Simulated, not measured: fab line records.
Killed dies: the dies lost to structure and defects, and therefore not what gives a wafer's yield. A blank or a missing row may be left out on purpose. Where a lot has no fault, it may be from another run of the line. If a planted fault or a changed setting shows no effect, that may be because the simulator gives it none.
2 desks looking at one fault    flow gf180mcu    each desk holds nothing but its own numbers, with what lay behind them at the end

== TOOL OWNER'S DESK, pvd-sputter-03 ==
The tool's own readings at GF_TOP_METAL_SPUTTER_02 (material AlCu, target thk 900 nm, time 47.82 s): means of the sampled wafers that have a number, for each lot that ran on this tool. Marked OUT: a lot whose mean sits more than 4 standard deviations from the usual mean, which makes it out of limits; the brackets give that distance.
Columns: A = throttle-valve-pct at GF_TOP_METAL_SPUTTER_02, usual 30.0 %
lot   first seen here  A
L619  day 28 05:34     30.2
L620  day 28 22:13     29.9
L624  day 29 22:55     30.1
L631  day 32 04:41     29.5
L632  day 32 05:17     30.4
This desk found nothing out of limits on any of the 5 lots.

== THE METROLOGY DESK ==
Lot by lot, what the gauges showed, no matter which tool ran the lot: averages of those sampled wafers that carry a number. Marked OUT: a lot whose mean sits more than 4 standard deviations from the usual mean, which makes it out of limits; the brackets give that distance.
Columns: A = TOP_METAL_ALCU_RS at GF_TOP_METAL_RS_MEAS_05, usual 0.03284 ohm/sq; B = TOP_METAL_ALCU_THK at GF_TOP_METAL_THK_MEAS_06, usual 900 nm; C = TOP_METAL_OVL at GF_TOP_METAL_OVL_MEAS_15, usual 0.2 nm
lot   first seen here  A        B    C
L616  day 27 03:45     0.03303  888  0.5
L619  day 28 05:40     0.03260  903  -0.3
L620  day 28 22:19     0.03305  894  1.2
L622  day 29 18:22     0.03273  913  0.2
L624  day 29 23:01     0.03289  896  0.1
L631  day 32 04:47     0.03224  912  -0.5
L632  day 32 05:22     0.03190  922  -0.3
L633  day 32 08:16     0.03309  893  2.4
L638  day 33 09:40     0.03325  892  1.5
L639  day 33 13:14     0.03267  910  0.1
This desk found nothing out of limits on any of the 10 lots.

== BROUGHT TOGETHER ==
The desk of the tool owner found nothing out of limits.
Nothing out of limits was seen by the metrology desk.

== WHAT THE SIMULATOR PUT IN ==
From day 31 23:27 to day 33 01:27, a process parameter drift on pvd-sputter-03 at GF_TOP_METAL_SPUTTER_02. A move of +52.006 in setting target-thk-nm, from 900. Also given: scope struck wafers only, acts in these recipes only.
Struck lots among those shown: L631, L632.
